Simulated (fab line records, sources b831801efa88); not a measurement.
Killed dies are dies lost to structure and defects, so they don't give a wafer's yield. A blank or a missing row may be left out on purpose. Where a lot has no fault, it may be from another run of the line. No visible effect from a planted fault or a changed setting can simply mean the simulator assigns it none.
Comparing a struck lot with a sound one ; flow sky130 ; 15 steps out of a route of 708
Sound: the wafers L927.1, L927.4, L927.5. Wafers L930.1, L930.3, L930.5 were the ones struck. Last of all comes the cause.
Order at every step that has rows: each side's tool, ch and its chambers, its first start. Under that, the readings that differ: sound wafers ; struck wafers ; difference of the means ; sigmas: that difference in standard deviations of wafers without a fault.
alike: a reading whose means differ by less than 2 such deviations, as well as words and numbers matching on both sides. not compared: withheld readings; readings where some wafer has no value; bounds like >300 that might hide an equal value; numbers whose values overlap and for which the record gives no deviation.
Wherever a step has rows on one side only, a row that says differs or no value, or a row with sigmas, the two part there. Non-overlapping numbers with no deviation appear without sigmas and do not part them. A reading that every wafer of one side lacks parts them only if that side has two wafers or more.

first, 3 steps without rows for these wafers: SKY_VIA2_STRIP_17 (strips in post etch residue remover, time 1200 s); SKY_VIA2_CLEAN_18 (cleans in IPA, time 180 s); SKY_VIA2_CLEAN_19 (cleans in O3/DIW).
SKY_VIA2_SPUTTER_20: material TiN, target thk 20 nm, time 80 s.
  struck on pvd sputter-03, day 38 18:13; sound on pvd sputter-03, day 37 16:55
  alike: chamber pressure pa, throttle valve pct
SKY_VIA2_CVD_21: deposits W, target thk 420 nm, time 126.4 s.
  sound on cvd w-01 ch 0,1, day 37 16:58; struck on cvd w-02 ch 0, day 38 18:16
  alike: chamber pressure Torr, heater power w
SKY_VIA2_RS_MEAS_22: the measuring method here is four-point-probe.
  struck on film metro-04, day 38 18:32; sound on film metro-04, day 37 17:06
  alike: VIA2_W_RS
SKY_VIA2_THK_MEAS_23: measures by xrf.
  struck on film metro-04, day 38 18:39; sound on film metro-04, day 37 17:13
  alike: VIA2_W_THK
then, 2 steps without rows for these wafers: SKY_VIA2_CMP_24 (polishes, stops on SiO2, t overpolish 20 s, target thk 0 nm); SKY_METAL3_SPUTTER_00 (material Ti, target thk 15 nm, time 10 s).
SKY_METAL3_SPUTTER_01: material TiN, target thk 20 nm, time 16.7 s.
  struck on pvd sputter-02, day 38 19:02; sound on pvd sputter-02, day 37 17:37
  alike: chamber pressure pa, throttle valve pct
then, 1 step without rows for these wafers: SKY_METAL3_SPUTTER_02 (material AlCu, target thk 735 nm, time 39.1 s).
SKY_METAL3_SPUTTER_03: material Ti, target thk 5 nm, time 3.3 s.
  struck on pvd sputter-02, day 38 19:05; sound on pvd sputter-02, day 37 17:40
  alike: chamber pressure pa, throttle valve pct
SKY_METAL3_SPUTTER_04: material TiN, target thk 70 nm, time 58.3 s.
  struck on pvd sputter-02, day 38 19:07; sound on pvd sputter-02, day 37 17:41
reading;sound;struck;difference;sigmas
chamber pressure pa (Pa);0.4012 0.4004 0.3999;0.4469 0.4463 0.4468;+0.0462;+55
throttle valve pct (%);31.0 29.7 29.5;27.6 28.8 28.6;-1.7;-2
  not compared: model.TiN_of_METAL3_SPUTTER_04.thk nm
SKY_CAPM_CVD_00: deposits SiO2, target thk 15.5 nm.
  sound on pecvd-01 ch 0,2, day 37 17:44; struck on pecvd-03 ch 0,1, day 38 19:10
reading;sound;struck;difference;sigmas
heater power w (W);633 559 631;799 771 812;+186;+2
-- the record jumps here: 9 days lie between the struck wafers' starts before and after (it left off in module CAPM and takes up again in module PAD_OPEN, whose first step shown is number 708 of the route) --
SKY_PAD_OPEN_PROBE_99:
  struck on prober-01, day 47 18:49; sound on prober-02, day 46 21:07
  alike: defect limited yield, killed_at_M0_to_M3, killed_at_M4_up, killed at contacts, killed at front end, killed at other, killed dies, killed open, killed short, sort_bin_3_pad_short, sort_bin_5_function, sort_bin_6_memory, sort n pass, sort yield pct

== WHERE THEY PART ==
Earliest at SKY_METAL3_SPUTTER_04; latest, in this record, at SKY_CAPM_CVD_00. Later steps at which nothing parts them and some readings are alike: SKY_PAD_OPEN_PROBE_99.

WHY: what had been put in by the simulator
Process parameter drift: pvd sputter-02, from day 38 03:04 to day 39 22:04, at SKY_METAL3_SPUTTER_04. Setting chamber pressure pa shifted by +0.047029 from 0.4. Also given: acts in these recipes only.
